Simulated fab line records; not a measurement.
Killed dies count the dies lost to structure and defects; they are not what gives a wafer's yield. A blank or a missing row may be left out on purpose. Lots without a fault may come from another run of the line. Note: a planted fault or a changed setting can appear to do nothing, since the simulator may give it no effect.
fab line records -- flow gf180mcu -- part 1 of 2: steps 1 to 28 of 38
[record] lots = 5, wafers = 15, last-day = 34
route steps=602 shown V5@548 TOP_METAL@567
lots that met no fault: taken from a fault-free run of the same line
start-h: hours from the record's opening day to when the first of the lot's shown wafers began -- wait-h: time in hours since the lot's previous step -- " as in the row above -- L1.1+2: one row covering several wafers at once -- - either no value or no given start -- * or withheld: withheld -- < > ~ a bound
route shown NAME@n: NAME is a module with steps in the file, n the number in the route of the first one -- usual: the fault-free wafers' mean and standard deviation -- same: alike in all rows -- chamber/n: place in a boat -- sites: the reading at each site -- _std_site: how widely they spread, as a standard deviation -- _edge_site: outer sites' mean less inner sites' -- radius-mm: how far each site lies from the wafer's centre -- mask NAME#n: copy n -- behind: the most recent tool/chamber to have shaped the wafer -- hold: cause of the lot's hold/its duration in hours/its outcome -- device: transistor that didn't switch, given as n, p or np -- end of line: at the end of the route, the tests of the same wafers -- a step with no rows: only its recipe -- killed: the dies lost at the first sort to structure and to defects; this is not the yield of the wafer -- map: a wafer's dies, marking killed ones x, the rest . and places with no die _
set.NAME: the setting as run; set.NAME@STEP: as run at that earlier step -- model.NAME: the simulator's own value behind a step, which no gauge read
a table for each step, a row for each wafer; lots at some steps of the route
services: the hour from which a tool's chamber was out of use, counted from the record's first day as start-h (under 0 if before that day), plus the number of hours and why
[[steps]]
[step GF_V5_COAT_08]
[recipe] resist = BARC, temp-c = withheld, time-s = withheld, spin-rpm = withheld, resist-thk-nm = withheld
lot.wafer,tool,chamber,start-h,wait-h
L079.3+4+6,litho-track-01,0,658.85,0.1
L081.3+4+5,litho-track-01,0,671.15,0.1
L086.2+4+5,litho-track-01,0,704.82,0.1
L095.2+5+6,litho-track-04,0,761.79,0.1
L094.2+3+4,litho-track-01,0,764.12,0.1
[step GF_V5_COAT_09]
[recipe] resist = KrF, spin-rpm = withheld, resist-thk-nm = 1000
lot.wafer,tool,chamber,start-h,wait-h
L079.3+4+6,litho-track-01,0,-,-
L081.3+4+5,litho-track-01,0,-,-
L086.2+4+5,litho-track-01,0,-,-
L095.2+5+6,litho-track-04,0,-,-
L094.2+3+4,litho-track-01,0,-,-
[step GF_V5_SOFTBAKE_10]
[recipe] temp-c = 130, time-s = 60, resist = KrF
lot.wafer,tool,chamber,start-h,wait-h
L079.3+4+6,litho-track-01,0,-,-
L081.3+4+5,litho-track-01,0,-,-
L086.2+4+5,litho-track-01,0,-,-
L095.2+5+6,litho-track-04,0,-,-
L094.2+3+4,litho-track-01,0,-,-
[step GF_V5_EXPOSE_11]
[recipe] mask-id = Via5, target-cd-nm = 260, na = 0.68, source-shape = conventional, sigma-outer = 0.6, dose-mj = 38
[usual] reticle-temp-C = 22.97/0.091
lot.wafer,tool,chamber,start-h,wait-h,mask,reticle-temp-C
L079.3,krf-scanner-01,0,-,-,Via5#0,23.06
L079.4,krf-scanner-01,0,-,-,Via5#0,22.95
L079.6,krf-scanner-01,0,-,-,Via5#0,23.00
L081.3,krf-scanner-02,0,-,-,Via5#0,22.92
L081.4,krf-scanner-02,0,-,-,Via5#0,22.93
L081.5,krf-scanner-02,0,-,-,Via5#0,23.04
L086.2,krf-scanner-02,0,-,-,Via5#0,23.05
L086.4,krf-scanner-02,0,-,-,Via5#0,23.00
L086.5,krf-scanner-02,0,-,-,Via5#0,23.07
L095.2,krf-scanner-01,0,-,-,Via5#0,22.84
L095.5,krf-scanner-01,0,-,-,Via5#0,22.91
L095.6,krf-scanner-01,0,-,-,Via5#0,22.93
L094.2,krf-scanner-02,0,-,-,Via5#0,22.92
L094.3,krf-scanner-02,0,-,-,Via5#0,22.78
L094.4,krf-scanner-02,0,-,-,Via5#0,22.92
[step GF_V5_PEB_12]
[recipe] peb-temp-c = 135, peb-time-s = 90, resist = KrF
lot.wafer,tool,chamber,start-h,wait-h
L079.3+4+6,litho-track-03,0,-,-
L081.3+4+5,litho-track-04,0,-,-
L086.2+4+5,litho-track-03,0,-,-
L095.2+5+6,litho-track-04,0,-,-
L094.2+3+4,litho-track-03,0,-,-
[step GF_V5_DEVELOP_13]
[recipe] develop-time-s = 60, resist = KrF, dev-temp-c = 21
lot.wafer,tool,chamber,start-h,wait-h
L079.3+4+6,litho-track-03,0,668.45,0.1
L081.3+4+5,litho-track-04,0,681.16,0.1
L086.2+4+5,litho-track-03,0,713.53,0.2
L095.2+5+6,litho-track-04,0,769.54,0.2
L094.2+3+4,litho-track-03,0,773.53,0.2
[step GF_V5_CD_MEAS_14]
[recipe] target-cd-nm = 260
[usual] cd-nm = 260.3/1.2
lot.wafer,tool,chamber,start-h,wait-h,cd-nm
L079.3,cd-sem-02,-,668.59,0.1,260.5
L079.4,cd-sem-02,-,668.59,0.1,261.3
L079.6,cd-sem-02,-,668.59,0.1,262.4
L081.3,cd-sem-02,-,681.33,0.1,257.6
L081.4,cd-sem-02,-,681.33,0.1,257.3
L081.5,cd-sem-02,-,681.33,0.1,258.1
L086.2,cd-sem-01,-,713.67,0.1,260.5
L086.4,cd-sem-01,-,713.67,0.1,261.4
L086.5,cd-sem-01,-,713.67,0.1,261.4
L095.2,cd-sem-01,-,769.68,0.1,259.1
L095.5,cd-sem-01,-,769.68,0.1,259.9
L095.6,cd-sem-01,-,769.68,0.1,258.5
L094.2,cd-sem-02,-,773.67,0.1,260.6
L094.3,cd-sem-02,-,773.67,0.1,259.7
L094.4,cd-sem-02,-,773.67,0.1,260.9
[step GF_V5_OVL_MEAS_15]
[usual] V5_OVL = 1/5.9
lot.wafer,tool,chamber,start-h,wait-h,V5_OVL[nm]
L079.3,overlay-02,-,668.68,0.1,-2
L079.4,overlay-02,-,668.68,0.1,2
L079.6,overlay-02,-,668.68,0.1,3
L081.3,overlay-02,-,681.42,0.1,-12
L081.4,overlay-02,-,681.42,0.1,-8
L081.5,overlay-02,-,681.42,0.1,-10
L086.2,overlay-02,-,713.78,0.1,-9
L086.4,overlay-02,-,713.78,0.1,-9
L086.5,overlay-02,-,713.78,0.1,-2
L095.2,overlay-02,-,769.79,0.1,-9
L095.5,overlay-02,-,769.79,0.1,7
L095.6,overlay-02,-,769.79,0.1,-4
L094.2,overlay-02,-,773.78,0.1,2
L094.3,overlay-02,-,773.78,0.1,2
L094.4,overlay-02,-,773.78,0.1,2
[step GF_V5_ETCH_16]
[recipe] chemistry = N2/H2, target-depth-a = withheld, overetch-a = withheld, time-s = withheld, target = BARC, ion-energy-ev = 200, source-w = 500, bias-w = 100, pressure-mtorr = 30, n2-flow-sccm = 100, h2-flow-sccm = 200
[usual] drypump-motor-current-A = 5.7/0.34, h2-flow-sccm = 200.0/0.6, oes-product-au = 0.855/0.0045, throttle-valve-pct = 13.225/0.0081
lot.wafer,tool,chamber,start-h,wait-h,drypump-motor-current-A,h2-flow-sccm,oes-product-au,throttle-valve-pct
L079.3,rie-diel-02,2,668.71,0.0,5.0,200.7,0.853,13.216
L079.4,rie-diel-02,1,668.71,0.0,5.7,201.2,0.861,13.234
L079.6,rie-diel-02,0,668.71,0.0,6.4,200.3,0.862,13.219
L081.3,rie-diel-01,0,681.45,0.0,5.3,199.6,0.850,13.219
L081.4,rie-diel-01,1,681.45,0.0,5.5,200.5,0.852,13.231
L081.5,rie-diel-01,0,681.45,0.0,5.3,200.6,0.852,13.220
L086.2,rie-diel-03,2,713.81,0.0,6.0,200.1,0.855,13.242
L086.4,rie-diel-03,2,713.81,0.0,6.0,200.0,0.853,13.230
L086.5,rie-diel-03,3,713.81,0.0,5.9,199.9,0.855,13.231
L095.2,rie-diel-01,3,769.82,0.0,6.2,200.3,0.852,13.231
L095.5,rie-diel-01,0,769.82,0.0,5.3,199.6,0.860,13.228
L095.6,rie-diel-01,1,769.82,0.0,5.5,199.0,0.848,13.223
L094.2,rie-diel-01,0,773.81,0.0,5.3,199.8,0.858,13.221
L094.3,rie-diel-01,2,773.81,0.0,5.9,199.9,0.853,13.222
L094.4,rie-diel-01,1,773.81,0.0,5.5,199.2,0.860,13.208
[step GF_V5_ETCH_17]
[recipe] chemistry = C4F8/O2/Ar, mask-material = KrF, target = SiO2, stop-on = TiN, source-w = 1500, bias-w = 1200, pressure-mtorr = 40, c4f8-flow-sccm = withheld, O2_flow_sccm = 6, Ar_flow_sccm = 300, time-s = withheld, target-depth-a = 8550
[usual] oes-product-au = 0.859/0.0048
lot.wafer,tool,chamber,start-h,wait-h,oes-product-au
L079.3,rie-diel-02,2,-,-,0.850
L079.4,rie-diel-02,1,-,-,0.861
L079.6,rie-diel-02,0,-,-,0.853
L081.3,rie-diel-01,0,-,-,0.857
L081.4,rie-diel-01,1,-,-,0.859
L081.5,rie-diel-01,0,-,-,0.862
L086.2,rie-diel-03,2,-,-,0.870
L086.4,rie-diel-03,2,-,-,0.854
L086.5,rie-diel-03,3,-,-,0.863
L095.2,rie-diel-01,3,-,-,0.864
L095.5,rie-diel-01,0,-,-,0.865
L095.6,rie-diel-01,1,-,-,0.867
L094.2,rie-diel-01,0,-,-,0.867
L094.3,rie-diel-01,2,-,-,0.863
L094.4,rie-diel-01,1,-,-,0.860
[step GF_V5_STRIP_18]
[recipe] chemistry = O2/N2, power-w = 1400, pressure-mtorr = 1500, platen-temp-c = 250, o2-flow-sccm = 3000, n2-flow-sccm = 300, overash-fraction = 0.5
[usual] drypump-motor-current-A = 5.7/0.49, heater-power-w = 323/15, oes-product-au = 0.567/0.0047
lot.wafer,tool,chamber,start-h,wait-h,drypump-motor-current-A,heater-power-w,oes-product-au,rf-hours-counter-h
L079.3,plasma-asher-02,1,668.89,-,5.6,336,0.568,-
L079.4,plasma-asher-02,0,668.89,-,6.1,311,0.563,-
L079.6,plasma-asher-02,1,668.89,-,5.6,328,0.561,-
L081.3,plasma-asher-02,1,681.63,-,5.6,323,0.567,-
L081.4,plasma-asher-02,0,681.63,-,6.1,313,0.574,-
L081.5,plasma-asher-02,1,681.63,-,5.6,327,0.566,-
L086.2,plasma-asher-04,0,713.96,-,6.6,332,0.563,114
L086.4,plasma-asher-04,1,713.96,-,5.2,300,0.566,-
L086.5,plasma-asher-04,0,713.96,-,6.5,325,0.557,-
L095.2,plasma-asher-04,1,769.97,-,5.2,314,0.564,3
L095.5,plasma-asher-04,0,769.97,-,6.5,322,0.572,-
L095.6,plasma-asher-04,1,769.97,-,5.3,320,0.565,-
L094.2,plasma-asher-02,0,773.96,-,6.1,303,0.560,37
L094.3,plasma-asher-02,0,773.96,-,6.1,305,0.576,-
L094.4,plasma-asher-02,1,773.96,-,5.6,328,0.558,-
[step GF_V5_STRIP_19]
[recipe] chemistry = post-etch-residue-remover, time-s = 1200, temp-c = 72.5
lot.wafer,tool,chamber,start-h,wait-h
L079.3+4+6,wet-bench-02,2,668.96,0.0
L081.3+4+5,wet-bench-02,2,681.70,0.0
L086.2+4+5,wet-bench-03,0,714.06,0.1
L095.2+5+6,wet-bench-02,1,770.07,0.1
L094.2+3+4,wet-bench-01,3,774.06,0.1
[step GF_V5_CLEAN_20]
[recipe] chemistry = DIW, dry = n2-spin
lot.wafer,tool,chamber,start-h,wait-h
L079.3+4+6,wet-bench-03,3,669.33,0.0
L081.3+4+5,wet-bench-01,1,682.04,0.0
L086.2+4+5,wet-bench-02,3,714.40,0.0
L095.2+5+6,wet-bench-03,1,770.41,0.0
L094.2+3+4,wet-bench-03,3,774.40,0.0
[step GF_V5_SPUTTER_21]
[recipe] material = Ti, target-thk-nm = 15, chamber-pressure-pa = 5, power-w = 2500, substrate-temp-c = 200, time-s = 80.02
[usual] throttle-valve-pct = 30.2/1.7
lot.wafer,tool,chamber,start-h,wait-h,throttle-valve-pct
L079.3,pvd-sputter-02,-,669.43,0.0,31.9
L079.4,pvd-sputter-02,-,669.43,0.0,31.1
L079.6,pvd-sputter-02,-,669.43,0.0,33.4
L081.3,pvd-sputter-03,-,682.14,0.0,29.1
L081.4,pvd-sputter-03,-,682.14,0.0,30.6
L081.5,pvd-sputter-03,-,682.14,0.0,28.4
L086.2,pvd-sputter-02,-,714.49,0.0,31.1
L086.4,pvd-sputter-02,-,714.49,0.0,28.7
L086.5,pvd-sputter-02,-,714.49,0.0,31.8
L095.2,pvd-sputter-02,-,770.50,0.0,31.0
L095.5,pvd-sputter-02,-,770.50,0.0,31.9
L095.6,pvd-sputter-02,-,770.50,0.0,28.1
L094.2,pvd-sputter-02,-,774.49,0.0,33.1
L094.3,pvd-sputter-02,-,774.49,0.0,31.8
L094.4,pvd-sputter-02,-,774.49,0.0,31.3
[step GF_V5_SPUTTER_22]
[recipe] material = TiN, target-thk-nm = 10, chamber-pressure-pa = 5, power-w = 4000, time-s = 40
[usual] throttle-valve-pct = 30.2/1.6
lot.wafer,tool,chamber,start-h,wait-h,throttle-valve-pct
L079.3,pvd-sputter-02,-,669.49,0.0,31.7
L079.4,pvd-sputter-02,-,669.49,0.0,31.4
L079.6,pvd-sputter-02,-,669.49,0.0,33.5
L081.3,pvd-sputter-03,-,682.20,0.0,29.4
L081.4,pvd-sputter-03,-,682.20,0.0,30.5
L081.5,pvd-sputter-03,-,682.20,0.0,28.6
L086.2,pvd-sputter-02,-,714.56,0.0,31.2
L086.4,pvd-sputter-02,-,714.56,0.0,28.4
L086.5,pvd-sputter-02,-,714.56,0.0,32.0
L095.2,pvd-sputter-02,-,770.56,0.0,31.0
L095.5,pvd-sputter-02,-,770.56,0.0,31.8
L095.6,pvd-sputter-02,-,770.56,0.0,28.4
L094.2,pvd-sputter-02,-,774.55,0.0,33.4
L094.3,pvd-sputter-02,-,774.55,0.0,31.8
L094.4,pvd-sputter-02,-,774.55,0.0,31.5
[step GF_V5_CVD_23]
[recipe] material = W, target-thk-nm = 350, time-s = 104.9, temp-c = 400, pressure-torr = 40
[usual] heater-power-w = 904/89
lot.wafer,tool,chamber,start-h,wait-h,heater-power-w
L079.3,cvd-w-02,0,669.56,0.1,806
L079.4,cvd-w-02,1,669.56,0.1,920
L079.6,cvd-w-02,0,669.56,0.1,822
L081.3,cvd-w-01,0,682.28,0.1,1030
L081.4,cvd-w-01,1,682.28,0.1,881
L081.5,cvd-w-01,0,682.28,0.1,1024
L086.2,cvd-w-01,0,714.59,0.0,1052
L086.4,cvd-w-01,1,714.59,0.0,896
L086.5,cvd-w-01,0,714.59,0.0,1030
L095.2,cvd-w-01,0,770.60,0.0,1032
L095.5,cvd-w-01,1,770.60,0.0,857
L095.6,cvd-w-01,0,770.60,0.0,1039
L094.2,cvd-w-01,0,774.59,0.0,1040
L094.3,cvd-w-01,0,774.59,0.0,1026
L094.4,cvd-w-01,1,774.59,0.0,878
[step GF_V5_RS_MEAS_24]
[recipe] thk-meas-gauge = four-point-probe, reads = W_of_V5_CVD_23+TiN_of_V5_SPUTTER_22+Ti_of_V5_SPUTTER_21
[usual] V5_W_RS = 0.327/0.003
lot.wafer,tool,chamber,start-h,wait-h,V5_W_RS[ohm/sq]
L079.3,film-metro-02,-,669.68,0.1,0.322
L079.4,film-metro-02,-,669.68,0.1,0.325
L079.6,film-metro-02,-,669.68,0.1,0.321
L081.3,film-metro-02,-,682.39,0.1,0.325
L081.4,film-metro-02,-,682.39,0.1,0.324
L081.5,film-metro-02,-,682.39,0.1,0.327
L086.2,film-metro-04,-,714.73,0.1,0.327
L086.4,film-metro-04,-,714.73,0.1,0.328
L086.5,film-metro-04,-,714.73,0.1,0.329
L095.2,film-metro-01,-,770.74,0.1,0.321
L095.5,film-metro-01,-,770.74,0.1,0.328
L095.6,film-metro-01,-,770.74,0.1,0.327
L094.2,film-metro-02,-,774.73,0.1,0.328
L094.3,film-metro-02,-,774.73,0.1,0.327
L094.4,film-metro-02,-,774.73,0.1,0.325
[step GF_V5_THK_MEAS_25]
[recipe] thk-meas-gauge = xrf, reads = W_of_V5_CVD_23
[usual] V5_W_THK = 355/4.8
lot.wafer,tool,chamber,start-h,wait-h,V5_W_THK[nm]
L079.3,film-metro-02,-,669.78,0.1,357
L079.4,film-metro-02,-,669.78,0.1,354
L079.6,film-metro-02,-,669.78,0.1,358
L081.3,film-metro-02,-,682.49,0.1,351
L081.4,film-metro-02,-,682.49,0.1,352
L081.5,film-metro-02,-,682.49,0.1,350
L086.2,film-metro-04,-,714.84,0.1,360
L086.4,film-metro-04,-,714.84,0.1,354
L086.5,film-metro-04,-,714.84,0.1,355
L095.2,film-metro-01,-,770.85,0.1,361
L095.5,film-metro-01,-,770.85,0.1,354
L095.6,film-metro-01,-,770.85,0.1,353
L094.2,film-metro-02,-,774.84,0.1,351
L094.3,film-metro-02,-,774.84,0.1,350
L094.4,film-metro-02,-,774.84,0.1,353
[step GF_V5_CMP_26]
[recipe] stop-on = SiO2, down-force-psi = 3.5, platen-rpm = 60, t-overpolish-s = 15, target-thk-nm = 0, pad-velocity-m-s = 0.94248
[usual] motor-current-A = 11.0/1.1, overpolish-run-s = 15.001/0.0085, slurry-filter-dp-kPa = 13.51/0.13, time-to-endpoint-s = 84/3.5
lot.wafer,tool,chamber,start-h,wait-h,motor-current-A,overpolish-run-s,slurry-filter-dp-kPa,time-to-endpoint-s
L079.4,cmp-02,1,669.87,0.1,12.5,15.009,13.39,82
L079.3,cmp-02,2,669.87,0.1,8.6,15.007,13.50,84
L079.6,cmp-02,1,669.87,0.1,11.7,15.004,13.48,85
L081.3,cmp-01,2,682.53,0.0,10.6,14.997,13.60,90
L081.4,cmp-01,3,682.53,0.0,11.3,15.007,13.52,88
L081.5,cmp-01,2,682.53,0.0,11.1,14.999,13.41,89
L086.4,cmp-01,0,714.99,0.1,11.6,14.997,13.49,79
L086.2,cmp-01,1,714.99,0.1,12.5,15.002,13.41,80
L086.5,cmp-01,2,714.99,0.1,11.3,15.003,13.24,84
L095.2,cmp-01,0,770.90,0.0,11.6,14.999,13.56,88
L095.6,cmp-01,0,770.90,0.0,11.5,14.985,13.33,84
L095.5,cmp-01,1,770.90,0.0,12.1,15.023,13.82,87
L094.4,cmp-02,1,774.89,0.0,12.7,14.992,13.62,83
L094.2,cmp-02,3,774.89,0.0,11.4,15.008,13.57,84
L094.3,cmp-02,0,774.89,0.0,9.5,15.010,13.51,88
[step GF_TOP_METAL_SPUTTER_00]
[recipe] material = Ti, target-thk-nm = 37.5, arriving-ion-energy-ev = 80, substrate-temp-c = 200, chamber-pressure-pa = 2, power-w = 4000, time-s = 150
[usual] throttle-valve-pct = 29.4/0.93
lot.wafer,tool,chamber,start-h,wait-h,throttle-valve-pct
L079.3,pvd-sputter-01,-,670.12,0.1,30.7
L079.4,pvd-sputter-01,-,670.12,0.1,29.9
L079.6,pvd-sputter-01,-,670.12,0.1,30.1
L081.3,pvd-sputter-04,-,682.83,0.2,31.6
L081.4,pvd-sputter-04,-,682.83,0.2,29.3
L081.5,pvd-sputter-04,-,682.83,0.2,29.4
L086.2,pvd-sputter-03,-,715.19,0.1,28.9
L086.4,pvd-sputter-03,-,715.19,0.1,28.8
L086.5,pvd-sputter-03,-,715.19,0.1,28.6
L095.2,pvd-sputter-03,-,771.20,0.2,29.2
L095.5,pvd-sputter-03,-,771.20,0.2,30.7
L095.6,pvd-sputter-03,-,771.20,0.2,28.9
L094.2,pvd-sputter-04,-,775.19,0.1,30.0
L094.3,pvd-sputter-04,-,775.19,0.1,31.5
L094.4,pvd-sputter-04,-,775.19,0.1,29.2
[step GF_TOP_METAL_SPUTTER_01]
[recipe] material = TiN, target-thk-nm = 30, power-w = 6500, time-s = 25, chamber-pressure-pa = 0.4
[usual] throttle-valve-pct = 29.4/0.94
lot.wafer,tool,chamber,start-h,wait-h,throttle-valve-pct
L079.3,pvd-sputter-01,-,670.22,0.1,30.6
L079.4,pvd-sputter-01,-,670.22,0.1,30.0
L079.6,pvd-sputter-01,-,670.22,0.1,30.1
L081.3,pvd-sputter-04,-,682.93,0.1,31.6
L081.4,pvd-sputter-04,-,682.93,0.1,29.1
L081.5,pvd-sputter-04,-,682.93,0.1,29.5
L086.2,pvd-sputter-03,-,715.29,0.1,28.8
L086.4,pvd-sputter-03,-,715.29,0.1,28.8
L086.5,pvd-sputter-03,-,715.29,0.1,28.6
L095.2,pvd-sputter-03,-,771.30,0.1,29.5
L095.5,pvd-sputter-03,-,771.30,0.1,30.7
L095.6,pvd-sputter-03,-,771.30,0.1,28.9
L094.2,pvd-sputter-04,-,775.29,0.1,30.1
L094.3,pvd-sputter-04,-,775.29,0.1,31.6
L094.4,pvd-sputter-04,-,775.29,0.1,29.5
[step GF_TOP_METAL_SPUTTER_02]
[recipe] material = AlCu, target-thk-nm = 900, power-w = 10600, chamber-pressure-pa = 0.3, substrate-temp-c = 250, gas = Ar, time-s = 47.82
[usual] throttle-valve-pct = 29.4/0.94
lot.wafer,tool,chamber,start-h,wait-h,throttle-valve-pct
L079.3,pvd-sputter-01,-,670.25,0.0,30.7
L079.4,pvd-sputter-01,-,670.25,0.0,29.9
L079.6,pvd-sputter-01,-,670.25,0.0,30.2
L081.3,pvd-sputter-04,-,682.96,0.0,31.9
L081.4,pvd-sputter-04,-,682.96,0.0,29.0
L081.5,pvd-sputter-04,-,682.96,0.0,29.6
L086.2,pvd-sputter-03,-,715.32,0.0,28.7
L086.4,pvd-sputter-03,-,715.32,0.0,28.9
L086.5,pvd-sputter-03,-,715.32,0.0,28.9
L095.2,pvd-sputter-03,-,771.33,0.0,29.2
L095.5,pvd-sputter-03,-,771.33,0.0,30.6
L095.6,pvd-sputter-03,-,771.33,0.0,28.6
L094.2,pvd-sputter-04,-,775.32,0.0,30.1
L094.3,pvd-sputter-04,-,775.32,0.0,31.7
L094.4,pvd-sputter-04,-,775.32,0.0,29.3
[step GF_TOP_METAL_SPUTTER_03]
[recipe] material = Ti, target-thk-nm = 5, substrate-temp-c = 300, chamber-pressure-pa = 0.3, power-w = 3000, time-s = 3.3
[usual] throttle-valve-pct = 29.4/0.91
lot.wafer,tool,chamber,start-h,wait-h,throttle-valve-pct
L079.3,pvd-sputter-01,-,670.29,0.0,30.4
L079.4,pvd-sputter-01,-,670.29,0.0,30.3
L079.6,pvd-sputter-01,-,670.29,0.0,30.0
L081.3,pvd-sputter-04,-,683.01,0.0,31.3
L081.4,pvd-sputter-04,-,683.01,0.0,29.2
L081.5,pvd-sputter-04,-,683.01,0.0,29.4
L086.2,pvd-sputter-03,-,715.36,0.0,28.8
L086.4,pvd-sputter-03,-,715.36,0.0,28.9
L086.5,pvd-sputter-03,-,715.36,0.0,28.8
L095.2,pvd-sputter-03,-,771.37,0.0,29.2
L095.5,pvd-sputter-03,-,771.37,0.0,30.6
L095.6,pvd-sputter-03,-,771.37,0.0,28.8
L094.2,pvd-sputter-04,-,775.36,0.0,30.1
L094.3,pvd-sputter-04,-,775.36,0.0,31.7
L094.4,pvd-sputter-04,-,775.36,0.0,29.4
[step GF_TOP_METAL_SPUTTER_04]
[recipe] material = TiN, target-thk-nm = 25, power-w = 6500, time-s = 20.8, chamber-pressure-pa = 0.4
[usual] throttle-valve-pct = 29.4/0.93
lot.wafer,tool,chamber,start-h,wait-h,throttle-valve-pct
L079.3,pvd-sputter-01,-,670.31,0.0,30.5
L079.4,pvd-sputter-01,-,670.31,0.0,30.0
L079.6,pvd-sputter-01,-,670.31,0.0,29.9
L081.3,pvd-sputter-04,-,683.03,0.0,31.7
L081.4,pvd-sputter-04,-,683.03,0.0,29.5
L081.5,pvd-sputter-04,-,683.03,0.0,29.2
L086.2,pvd-sputter-03,-,715.38,0.0,28.7
L086.4,pvd-sputter-03,-,715.38,0.0,28.6
L086.5,pvd-sputter-03,-,715.38,0.0,28.7
L095.2,pvd-sputter-03,-,771.39,0.0,29.3
L095.5,pvd-sputter-03,-,771.39,0.0,30.7
L095.6,pvd-sputter-03,-,771.39,0.0,28.7
L094.2,pvd-sputter-04,-,775.38,0.0,30.1
L094.3,pvd-sputter-04,-,775.38,0.0,31.6
L094.4,pvd-sputter-04,-,775.38,0.0,29.3
[step GF_TOP_METAL_RS_MEAS_05]
[recipe] thk-meas-gauge = four-point-probe, reads = TiN_of_TOP_METAL_SPUTTER_04+Ti_of_TOP_METAL_SPUTTER_03+AlCu_of_TOP_METAL_SPUTTER_02+TiN_of_TOP_METAL_SPUTTER_01+Ti_of_TOP_METAL_SPUTTER_00
[usual] TOP_METAL_ALCU_RS = 0.0328/0.00032
lot.wafer,tool,chamber,start-h,wait-h,TOP_METAL_ALCU_RS[ohm/sq]
L079.3,film-metro-04,-,670.38,0.1,0.0328
L079.4,film-metro-04,-,670.38,0.1,0.0325
L079.6,film-metro-04,-,670.38,0.1,0.0324
L081.3,film-metro-04,-,683.09,0.1,0.0323
L081.4,film-metro-04,-,683.09,0.1,0.0323
L081.5,film-metro-04,-,683.09,0.1,0.0324
L086.2,film-metro-01,-,715.43,0.0,0.0332
L086.4,film-metro-01,-,715.43,0.0,0.0332
L086.5,film-metro-01,-,715.43,0.0,0.0330
L095.2,film-metro-04,-,771.44,0.0,0.0326
L095.5,film-metro-04,-,771.44,0.0,0.0326
L095.6,film-metro-04,-,771.44,0.0,0.0324
L094.2,film-metro-01,-,775.43,0.0,0.0334
L094.3,film-metro-01,-,775.43,0.0,0.0329
L094.4,film-metro-01,-,775.43,0.0,0.0332
[step GF_TOP_METAL_THK_MEAS_06]
[recipe] thk-meas-gauge = xrf, reads = AlCu_of_TOP_METAL_SPUTTER_02
[usual] TOP_METAL_ALCU_THK = 907/9.1
lot.wafer,tool,chamber,start-h,wait-h,TOP_METAL_ALCU_THK[nm]
L079.3,film-metro-04,-,670.48,0.1,904
L079.4,film-metro-04,-,670.48,0.1,915
L079.6,film-metro-04,-,670.48,0.1,919
L081.3,film-metro-04,-,683.19,0.1,923
L081.4,film-metro-04,-,683.19,0.1,918
L081.5,film-metro-04,-,683.19,0.1,917
L086.2,film-metro-01,-,715.54,0.1,903
L086.4,film-metro-01,-,715.54,0.1,901
L086.5,film-metro-01,-,715.54,0.1,906
L095.2,film-metro-04,-,771.55,0.1,911
L095.5,film-metro-04,-,771.55,0.1,912
L095.6,film-metro-04,-,771.55,0.1,911
L094.2,film-metro-01,-,775.54,0.1,898
L094.3,film-metro-01,-,775.54,0.1,909
L094.4,film-metro-01,-,775.54,0.1,910
[step GF_TOP_METAL_DEHYDRATE_07]
[recipe] temp-c = 200, time-s = 60
lot.wafer,tool,chamber,start-h,wait-h
L079.3+4+6,litho-track-04,0,679.76,9.3
L081.3+4+5,litho-track-02,0,691.41,8.2
L086.2+4+5,litho-track-03,0,724.03,8.5
L095.2+5+6,litho-track-02,0,778.79,7.2
L094.2+3+4,litho-track-04,0,782.24,6.7
[step GF_TOP_METAL_HMDS_08]
[recipe] prime-time-s = 60, prime-temp-c = 120
[same] prime-time-s = 60
lot.wafer,tool,chamber,start-h,wait-h
L079.3+4+6,litho-track-04,0,679.91,0.1
L081.3+4+5,litho-track-02,0,691.56,0.1
L086.2+4+5,litho-track-03,0,724.18,0.1
L095.2+5+6,litho-track-02,0,778.94,0.1
L094.2+3+4,litho-track-04,0,782.39,0.1
